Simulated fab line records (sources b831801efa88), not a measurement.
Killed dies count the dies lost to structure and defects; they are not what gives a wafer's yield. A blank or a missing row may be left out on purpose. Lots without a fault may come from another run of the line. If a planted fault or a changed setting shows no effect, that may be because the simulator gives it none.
A lot that was struck, set against a sound lot | flow sky130 | 15 steps out of a route of 708
Sound: wafers L250.4, L250.5, L250.6. Wafers struck: L262.1, L262.3, L262.5. At the end, the cause is stated.
At each step with rows: each side's tool, then ch and its chambers, then its first start. Under that, the readings that differ: sound wafers | struck wafers | difference of the means | sigmas: that difference in standard deviations of wafers without a fault.
alike: readings whose means differ by less than 2 such deviations, and words and numbers that are the same on both sides. not compared: withheld readings, readings that some wafer has no value for, bounds like >300 that may hide the same value, and numbers for which the record gives no deviation and whose values overlap.
The two part at a step that has a row with sigmas, a row that says differs or no value, or rows on one side only. When numbers do not overlap yet have no deviation, they are printed without sigmas and do not part them. Lack of a reading on every wafer of one side parts them only where that side has two or more wafers.

first, 3 steps without rows for these wafers: SKY_LDD_P_EXPOSE_04 (exposes mask PSDM, target cd 380 nm); SKY_LDD_P_PEB_05; SKY_LDD_P_DEVELOP_06 (develop time 60 s).
SKY_LDD_P_CD_MEAS_07 targets a cd of 380 nm.
  sound: cd_sem-01 at day 20 00:03; struck: cd_sem-01 at day 24 14:21
  alike: cd_nm
SKY_LDD_P_OVL_MEAS_08:
  sound: overlay-02 at day 20 00:08; struck: overlay-01 at day 24 14:28
  alike: LDD_P_OVL
following that, these wafers have no rows for 1 step: SKY_LDD_P_IMPLANT_09.
SKY_LDD_P_STRIP_10: strips in O2/N2.
  sound on plasma_asher-01 ch 0,1, day 20 00:20; struck on plasma_asher-01 ch 0,1, day 24 14:40
  alike: chamber_pressure_mTorr, drypump_motor_current_A, oes_product_au, strip_time_to_endpoint_s
  not compared: rf_hours_counter_h
SKY_LDD_P_TW_MEAS_11:
  sound: film_metro-01 at day 20 00:25; struck: film_metro-01 at day 24 14:46
  alike: LDD_P_TW
then, 4 steps without rows for these wafers: SKY_LDD_HVN_DEHYDRATE_00 (time 60 s); SKY_LDD_HVN_HMDS_01 (prime time 60 s); SKY_LDD_HVN_COAT_02 (resist thk 300 nm); SKY_LDD_HVN_SOFTBAKE_03 (time 60 s).
SKY_LDD_HVN_EXPOSE_04: exposes mask HVNTM, target cd 700 nm.
  sound on iline_stepper-02 ch 0, day 20 15:59; struck on iline_stepper-01 ch 0, day 25 05:25
  reading              | sound                | struck               | difference | sigmas
  exposure_dose_mJ_cm2 | 127.03 127.07 126.94 | 134.20 134.28 134.17 | +7.20      | +51
  alike: mask
following that, these wafers have no rows for 1 step: SKY_LDD_HVN_PEB_05.
SKY_PAD_OPEN_PROBE_99:
  sound wafers here have rows in the record (prober-02, day 46 08:47); struck ones have none

== WHERE THEY PART ==
Last at SKY_PAD_OPEN_PROBE_99 as far as this record goes, first at SKY_LDD_HVN_EXPOSE_04.

WHY: what had been put in by the simulator
Process parameters drifting: iline_stepper-01 at SKY_LDD_HVN_EXPOSE_04, beginning at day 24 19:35. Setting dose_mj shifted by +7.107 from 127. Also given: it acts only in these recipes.
